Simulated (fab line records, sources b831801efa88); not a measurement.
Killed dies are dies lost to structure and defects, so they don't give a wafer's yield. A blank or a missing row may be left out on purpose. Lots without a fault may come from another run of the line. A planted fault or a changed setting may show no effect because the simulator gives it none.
One fault seen from 2 desks | flow gf180mcu | each desk has only its own numbers; what lay behind them comes last

THE TOOL OWNER'S DESK: pvd_sputter-04
The tool's own readings at GF_V2_SPUTTER_21 (material Ti, target thk 15 nm, time 80.02 s): means of the sampled wafers that have a number, for each lot that ran on this tool. A lot is out of limits, marked OUT, if its mean lies more than 4 standard deviations from the usual mean; the brackets give that distance.
Columns: A = chamber_pressure_pa at GF_V2_SPUTTER_21, usual 4.999 Pa; B = substrate_temp_c at GF_V2_SPUTTER_21, usual 199.99 C; C = throttle_valve_pct at GF_V2_SPUTTER_21, usual 30.2 %
lot  | first seen here | A     | B      | C
L816 | day 21 00:24    | 5.003 | 200.06 | 30.2
L818 | day 21 18:00    | 4.994 | 199.87 | 30.0
L821 | day 23 11:13    | 5.001 | 200.09 | 29.2
L826 | day 24 20:05    | 5.002 | 200.07 | 30.5
L832 | day 26 10:13    | 4.991 | 199.98 | 30.3
L833 | day 27 00:10    | 5.000 | 199.91 | 30.0
This desk's finding: nothing out of limits on any of the 6 lots.

THE METROLOGY DESK
What the gauges read, lot by lot, whatever tool the lot ran on: means of the sampled wafers that have a number. A lot is out of limits, marked OUT, if its mean lies more than 4 standard deviations from the usual mean; the brackets give that distance.
Columns: A = V2_W_RS at GF_V2_RS_MEAS_24, usual 0.326 ohm/sq
lot  | first seen here | A
L816 | day 21 00:46    | 0.330
L818 | day 21 18:13    | 0.324
L819 | day 22 08:26    | 0.326
L821 | day 23 11:26    | 0.323
L823 | day 23 17:59    | 0.330
L825 | day 24 07:01    | 0.325
L826 | day 24 20:17    | 0.326
L827 | day 25 03:59    | 0.328
L832 | day 26 10:32    | 0.325
L833 | day 27 00:25    | 0.325
L836 | day 27 14:58    | 0.328
This desk's finding: nothing out of limits on any of the 11 lots.

PUT TOGETHER
The tool owner's desk saw nothing out of limits.
The metrology desk saw nothing out of limits.

WHAT THE SIMULATOR HAD PUT IN
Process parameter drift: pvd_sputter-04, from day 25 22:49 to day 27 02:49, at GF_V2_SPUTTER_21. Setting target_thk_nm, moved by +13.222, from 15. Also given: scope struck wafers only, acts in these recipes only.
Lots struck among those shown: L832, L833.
